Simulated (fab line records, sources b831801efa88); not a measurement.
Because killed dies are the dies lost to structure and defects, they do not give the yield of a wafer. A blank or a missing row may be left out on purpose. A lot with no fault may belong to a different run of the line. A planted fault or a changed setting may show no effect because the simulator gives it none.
Matching of chambers	flow gf180mcu	pecvd-02 running GF_V2_CVD_02: 3 sister chambers
The step deposits SiO2 from TEOS, target thk 850 nm, time 94.851 s. 14 wafers are shown with their chamber, then 7 later ones without.

## WAFERS WITH THEIR CHAMBER
wafer	chamber	rfFwdPowerW (W)	heaterPowerW (W)
L193.3	1	593.4	744
L193.5	0	596.6	723
L193.6	1	594.6	791
L194.1	0	597.4	727
L194.5	1	597.9	817
L194.6	0	596.7	728
L201.1	2	595.0	677
L201.3	1	595.5	713
L201.5	2	594.0	551
L204.1	0	598.6	746
L204.3	1	595.1	743
L204.4	0	596.5	590
L205.1	2	595.6	641
L205.4	0	598.2	585

SIGNATURES (averages over the wafers above)
reading	chamber 0	chamber 1	chamber 2	scatter within a chamber
rfFwdPowerW	597.333	595.300	594.867	1.22
heaterPowerW	683.17	761.60	623.00	62.6
Rule: distance of a wafer from a chamber = root of the sum over the readings of ((wafer's reading minus chamber's mean) / reading's scatter) squared. If the next closest chamber is less than 2 further off than the closest, the wafer can't be placed; otherwise it belongs to the closest. The scatter: the root of (the sum of the squares of (reading less its chamber's mean) over the shown wafers, divided by (wafers less chambers)).

## WAFERS WITHOUT THEIR CHAMBER
wafer	rfFwdPowerW (W)	heaterPowerW (W)
L205.6	596.0	739
L208.2	594.6	689
L208.4	597.1	697
L208.6	594.7	549
L211.1	594.3	647
L211.3	596.1	805
L211.6	597.6	729

## WHICH CHAMBER EACH WENT THROUGH
wafer	from the rows above	in truth
L205.6	can't be placed: 1 or 0 or 2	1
L208.2	can't be placed: 2 or 1 or 0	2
L208.4	can't be placed: 0 or 1 or 2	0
L208.6	can't be placed: 2 or 0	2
L211.1	can't be placed: 2 or 1 or 0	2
L211.3	can't be placed: 1 or 0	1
L211.6	can't be placed: 0 or 1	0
0 of 7 placed correctly. Unplaceable from these rows: 7, with the true chamber sitting among the candidates in 7. Wrongly placed: 0.
